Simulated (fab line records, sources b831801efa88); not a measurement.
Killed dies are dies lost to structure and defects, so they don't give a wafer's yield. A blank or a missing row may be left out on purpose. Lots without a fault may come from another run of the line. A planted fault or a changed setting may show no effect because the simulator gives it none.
fab line records | flow sky130
record lots=6 wafers=18 last_day=50
route steps=708 shown LDD_N@239 PAD_OPEN@708
lots that met no fault: from a run of the same line without faults
start_h: hours from the record's first day to the start of the lot's first wafer shown | wait_h: hours since the lot's step before | " the same as in the row above | L1.1+2: a row that stands for several wafers | - no value, or no start given | * or withheld: withheld | < > ~ a bound
route shown NAME@n: a module of which the file shows steps, and the number in the route of the first | usual: mean/standard deviation of fault-free wafers | same: alike in all rows | chamber/n: place in a boat | sites: the reading at each site | _std_site: their standard deviation | _edge_site: outer sites' mean less inner sites' | radius_mm: how far each site lies from the wafer's centre | mask NAME#n: copy n | behind: the tool/chamber that last shaped the wafer | hold: why the lot was held/for how many hours/how that ended | device: the transistor (n, p or np) that didn't switch | end of line: the same wafers' tests at the end of the route | a step without rows: its recipe alone | killed: dies lost to structure and defects at the first sort, not the wafer's yield | map: a wafer's dies, x killed, . not, _ none there
set.NAME: the setting as run; set.NAME@STEP: as run at that earlier step | model.NAME: the simulator's own value behind a step, which no gauge read
lots at some steps of the route; a table a step, a row a wafer
services: from which hour (start_h, from the record's first day; less than 0 if before it) a tool's chamber was out of use, for how many hours, and why
## steps
# step SKY_LDD_N_COAT_02
# recipe resist=NOVOLAK spin_rpm=2967 resist_thk_nm=300
# step SKY_LDD_N_SOFTBAKE_03
# recipe temp_c=90 time_s=60 resist=NOVOLAK
# step SKY_LDD_N_EXPOSE_04
# recipe mask_id=NTM target_cd_nm=840 na=0.6 source_shape=conventional sigma_outer=0.6 dose_mj=110
# step SKY_LDD_N_PEB_05
# recipe temp_c=withheld time_s=* resist=NOVOLAK
# step SKY_LDD_N_DEVELOP_06
# recipe develop_time_s=60 dev_temp_c=23
# step SKY_LDD_N_OVL_MEAS_07
# usual LDD_N_OVL=-1.6/1.3
# columns lot.wafer tool chamber start_h wait_h LDD_N_OVL[nm]
L510.1 overlay-02 - 434.45 0.1 -4.0
L510.2 " - " " -2.4
L510.3 " - " " -3.1
L518.2 overlay-02 - 507.96 0.1 -4.9
L518.4 " - " " -3.4
L518.5 " - " " -2.1
L519.1 overlay-02 - 516.97 0.1 -3.0
L519.3 " - " " -3.4
L519.4 " - " " -3.9
L525.3 overlay-02 - 562.23 0.1 -2.2
L525.5 " - " " -2.0
L525.6 " - " " -3.3
L529.1 overlay-02 - 589.91 0.1 0.5
L529.2 " - " " -0.7
L529.6 " - " " 0.4
L530.1 overlay-02 - 601.97 0.1 -3.9
L530.2 " - " " -2.0
L530.6 " - " " -2.0
# step SKY_LDD_N_IMPLANT_08
# recipe species=As energy_kev=20 dose_cm2=7.5e+13 tilt_deg=withheld rotation_deg=23
# step SKY_LDD_N_IMPLANT_09
# recipe species=As energy_kev=20 dose_cm2=7.5e+13 tilt_deg=withheld rotation_deg=113
# step SKY_LDD_N_IMPLANT_10
# recipe species=As energy_kev=20 dose_cm2=7.5e+13 tilt_deg=withheld rotation_deg=203
# step SKY_LDD_N_IMPLANT_11
# recipe species=As energy_kev=20 dose_cm2=7.5e+13 tilt_deg=withheld rotation_deg=293
# step SKY_LDD_N_IMPLANT_12
# recipe species=BF2 energy_kev=50 dose_cm2=5e+12 tilt_deg=30 rotation_deg=0
# step SKY_LDD_N_IMPLANT_13
# recipe species=BF2 energy_kev=50 dose_cm2=5e+12 tilt_deg=30 rotation_deg=90
# step SKY_LDD_N_IMPLANT_14
# recipe species=BF2 energy_kev=50 dose_cm2=5e+12 tilt_deg=30 rotation_deg=180
# usual beam_energy_keV=49.999/0.015
# columns lot.wafer tool chamber start_h wait_h beam_energy_keV model.implant.rp_nm model.implant.drp_nm
L510.1 implanter-04 0 435.39 0.1 50.002 33.85 18.83
L510.2 " 0 " " 50.003 33.85 18.83
L510.3 " 0 " " 50.010 33.85 18.83
L518.2 implanter-04 0 508.92 0.1 47.527 30.23 18.16
L518.4 " 0 " " 47.539 30.23 18.16
L518.5 " 0 " " 47.510 30.23 18.16
L519.1 implanter-04 0 517.90 0.1 47.547 31.12 18.16
L519.3 " 0 " " 47.533 31.12 18.16
L519.4 " 0 " " 47.551 31.12 18.16
L525.3 implanter-01 0 563.20 0.1 50.016 32.03 18.83
L525.5 " 0 " " 50.000 32.03 18.83
L525.6 " 0 " " 49.991 32.03 18.83
L529.1 implanter-04 0 590.85 0.1 49.979 32.05 18.83
L529.2 " 0 " " 49.994 32.05 18.83
L529.6 " 0 " " 49.978 32.05 18.83
L530.1 implanter-02 0 602.90 0.1 49.989 31.81 18.83
L530.2 " 0 " " 49.988 31.81 18.83
L530.6 " 0 " " 50.014 31.81 18.83
# step SKY_LDD_N_IMPLANT_15
# recipe species=BF2 energy_kev=50 dose_cm2=5e+12 tilt_deg=30 rotation_deg=270
# step SKY_PAD_OPEN_PROBE_99
# usual killed_at_M0_to_M3=42/7.2 killed_at_M4_up=3.5/1.8 killed_at_contacts=25/5.7 killed_at_front_end=16/4.6 killed_at_other=0.2/0.41 killed_dies=86/9.3 killed_open=47/6.3 killed_short=39/5.9
# same gross_dies=492 killed_at_back_side=0
# columns lot.wafer tool chamber start_h wait_h killed_at_M0_to_M3 killed_at_M4_up killed_at_contacts killed_at_front_end killed_at_other killed_dies killed_open killed_short
L510.1 prober-02 - 1101.09 0.1 43 2 30 17 0 92 55 37
L510.2 prober-02 - 1101.14 0.1 52 8 29 13 0 102 61 41
L510.3 prober-02 - 1101.19 0.2 39 4 30 12 0 85 59 26
L518.2 prober-02 - 1146.54 0.1 33 3 22 12 0 70 37 33
L518.4 prober-02 - 1146.64 0.2 32 2 20 16 0 70 37 33
L518.5 prober-02 - 1146.69 0.2 34 0 31 12 0 77 38 39
L519.1 prober-01 - 1151.99 0.1 35 4 28 8 0 75 42 33
L519.3 prober-01 - 1152.09 0.2 39 3 31 13 0 86 44 42
L519.4 prober-01 - 1152.14 0.2 52 3 23 13 0 91 56 35
L525.3 prober-01 - 1182.12 0.2 43 4 22 13 1 83 40 43
L525.5 prober-01 - 1182.22 0.2 43 3 33 7 1 87 42 45
L525.6 prober-01 - 1182.27 0.2 43 5 24 15 0 87 44 43
L529.1 prober-01 - 1193.59 0.1 31 3 27 17 0 78 41 37
L529.2 prober-01 - 1193.64 0.1 46 0 28 15 0 89 50 39
L529.6 prober-01 - 1193.84 0.2 40 3 23 10 0 76 45 31
L530.1 prober-02 - 1200.62 0.1 29 3 19 11 0 62 38 24
L530.2 prober-02 - 1200.67 0.1 28 4 26 14 0 72 42 30
L530.6 prober-02 - 1200.87 0.2 18 4 22 16 0 60 34 26
# killed by level:class
L510.1 CONTACT:geometric_particle:open=15 VIA1:geometric_particle:open=11 LI_CONTACT:geometric_particle:open=7 METAL2:geometric_particle:short=7 POLY_GATE:geometric_particle:open=5 VIA3:geometric_particle:open=5 FIELD_ISO:geometric_particle:open=4 LOCAL_INTERCONNECT:geometric_particle:short=4
L510.2 CONTACT:geometric_particle:open=15 VIA1:geometric_particle:open=13 VIA3:geometric_particle:open=10 VIA1:geometric_particle:short=7 METAL4:geometric_particle:short=6 VIA2:geometric_particle:open=6 FIELD_ISO:geometric_particle:open=5 LI_CONTACT:geometric_particle:open=4
L510.3 CONTACT:geometric_particle:open=14 VIA1:geometric_particle:open=12 VIA3:geometric_particle:open=10 LI_CONTACT:geometric_particle:open=6 CONTACT:geometric_particle:short=5 LI_CONTACT:geometric_particle:short=4 VIA1:geometric_particle:short=4 METAL2:geometric_particle:short=4
L518.2 CONTACT:geometric_particle:open=8 VIA3:geometric_particle:open=7 CONTACT:geometric_particle:short=6 VIA2:geometric_particle:open=6 METAL1:geometric_particle:short=4 VIA1:geometric_particle:open=4 METAL2:geometric_particle:short=4 POLY_GATE:geometric_particle:open=3
L518.4 CONTACT:geometric_particle:open=9 METAL2:geometric_particle:short=7 CONTACT:geometric_particle:short=6 VIA1:geometric_particle:open=5 VIA3:geometric_particle:open=5 FIELD_ISO:geometric_particle:short=4 POLY_GATE:geometric_particle:open=4 LI_CONTACT:geometric_particle:open=4
L518.5 CONTACT:geometric_particle:open=11 FIELD_ISO:geometric_particle:short=6 VIA1:geometric_particle:open=6 LI_CONTACT:geometric_particle:short=5 LI_CONTACT:geometric_particle:open=5 METAL2:geometric_particle:short=5 LOCAL_INTERCONNECT:geometric_particle:short=4 CONTACT:geometric_particle:short=4
L519.1 VIA1:geometric_particle:open=9 LI_CONTACT:geometric_particle:open=9 CONTACT:geometric_particle:open=9 VIA3:geometric_particle:short=6 LI_CONTACT:geometric_particle:short=5 CONTACT:geometric_particle:short=5 VIA3:geometric_particle:open=5 FIELD_ISO:geometric_particle:short=4
L519.3 CONTACT:geometric_particle:open=9 VIA3:geometric_particle:open=7 LOCAL_INTERCONNECT:geometric_particle:short=7 FIELD_ISO:geometric_particle:open=6 VIA1:geometric_particle:short=6 VIA1:geometric_particle:open=6 FIELD_ISO:geometric_particle:short=5 LI_CONTACT:geometric_particle:open=5
L519.4 VIA2:geometric_particle:open=15 CONTACT:geometric_particle:open=10 VIA1:geometric_particle:open=8 VIA3:geometric_particle:open=6 METAL1:geometric_particle:short=6 LI_CONTACT:geometric_particle:open=5 FIELD_ISO:geometric_particle:open=4 METAL2:geometric_particle:short=4
L525.3 VIA1:geometric_particle:open=10 LOCAL_INTERCONNECT:geometric_particle:short=7 VIA2:geometric_particle:short=6 FIELD_ISO:geometric_particle:short=5 LI_CONTACT:geometric_particle:open=5 VIA1:geometric_particle:short=5 VIA2:geometric_particle:open=5 LI_CONTACT:geometric_particle:short=4
L525.5 VIA1:geometric_particle:open=10 CONTACT:geometric_particle:open=9 LOCAL_INTERCONNECT:geometric_particle:short=9 METAL1:geometric_particle:short=9 LI_CONTACT:geometric_particle:open=6 METAL2:geometric_particle:short=6 VIA2:geometric_particle:open=6 CONTACT:geometric_particle:short=5
L525.6 VIA1:geometric_particle:open=10 CONTACT:geometric_particle:open=8 METAL2:geometric_particle:short=7 VIA2:geometric_particle:open=6 LI_CONTACT:geometric_particle:open=5 METAL1:geometric_particle:short=5 VIA2:geometric_particle:short=5 POLY_GATE:geometric_particle:open=4
L529.1 CONTACT:geometric_particle:open=11 LI_CONTACT:geometric_particle:open=8 FIELD_ISO:geometric_particle:short=6 VIA1:geometric_particle:open=6 VIA2:geometric_particle:open=6 METAL2:geometric_particle:short=5 POLY_GATE:geometric_particle:open=4 LOCAL_INTERCONNECT:geometric_particle:short=4
L529.2 VIA1:geometric_particle:open=13 CONTACT:geometric_particle:open=13 VIA3:geometric_particle:open=6 LI_CONTACT:geometric_particle:open=6 METAL1:geometric_particle:short=6 METAL2:geometric_particle:short=6 FIELD_ISO:geometric_particle:short=5 LOCAL_INTERCONNECT:geometric_particle:short=5
L529.6 VIA2:geometric_particle:open=9 LI_CONTACT:geometric_particle:open=8 CONTACT:geometric_particle:open=8 VIA1:geometric_particle:short=6 VIA1:geometric_particle:open=6 VIA3:geometric_particle:open=6 LI_CONTACT:geometric_particle:short=3 METAL1:geometric_particle:short=3
L530.1 VIA1:geometric_particle:open=8 LI_CONTACT:geometric_particle:open=7 CONTACT:geometric_particle:open=5 VIA3:geometric_particle:open=5 FIELD_ISO:geometric_particle:open=4 POLY_GATE:geometric_particle:open=4 LI_CONTACT:geometric_particle:short=4 VIA2:geometric_particle:open=4
L530.2 VIA2:geometric_particle:open=9 LI_CONTACT:geometric_particle:open=8 CONTACT:geometric_particle:short=8 VIA1:geometric_particle:open=8 CONTACT:geometric_particle:open=7 POLY_GATE:geometric_particle:short=6 METAL1:geometric_particle:short=5 FIELD_ISO:geometric_particle:short=4
L530.6 VIA3:geometric_particle:open=7 LI_CONTACT:geometric_particle:open=6 CONTACT:geometric_particle:open=6 FIELD_ISO:geometric_particle:open=4 POLY_GATE:geometric_particle:short=4 LOCAL_INTERCONNECT:geometric_particle:short=4 METAL4:geometric_particle:short=4 LI_CONTACT:geometric_particle:short=3
## services
# columns tool chamber start_h hours kind
implanter-02 - 434.28 6.0 repair
implanter-04 - 475.84 3.1 pm
implanter-02 - 497.25 0.5 repair
implanter-02 - 556.85 12.1 pm
implanter-01 - 570.87 5.2 repair
implanter-04 - 574.46 1.0 repair
implanter-02 - 577.02 1.0 repair
implanter-01 - 577.88 3.2 pm
implanter-02 - 579.37 2.8 repair
## key
first_sign step=SKY_LDD_N_IMPLANT_14 reading=beam_energy_keV direction=down sigmas=99+ usual=* struck=*
effect none on later readings
model_effect step=SKY_LDD_N_IMPLANT_14 value=implant.rp_nm without=32.24 struck=30.68
met_at SKY_LDD_N_IMPLANT_14
struck_wafers L518.2,L518.4,L518.5,L519.1,L519.3,L519.4
tester_left_out L518,L519
onset_between 435.39 508.92
fault kind=process_parameter_drift tool=implanter-04 chamber=- onset_h=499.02 steps=SKY_LDD_N_IMPLANT_14 channel=energy_kev offset=* shape=step end_h=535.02 acts_in=* stated=*
# tester_left_out: of these lots the tester's yield and bins aren't shown, on N5 and GAA mostly nor the transistor test; their killed dies are dies lost to structure and defects alone, not to doping, threshold or leakage, so they don't give the yield
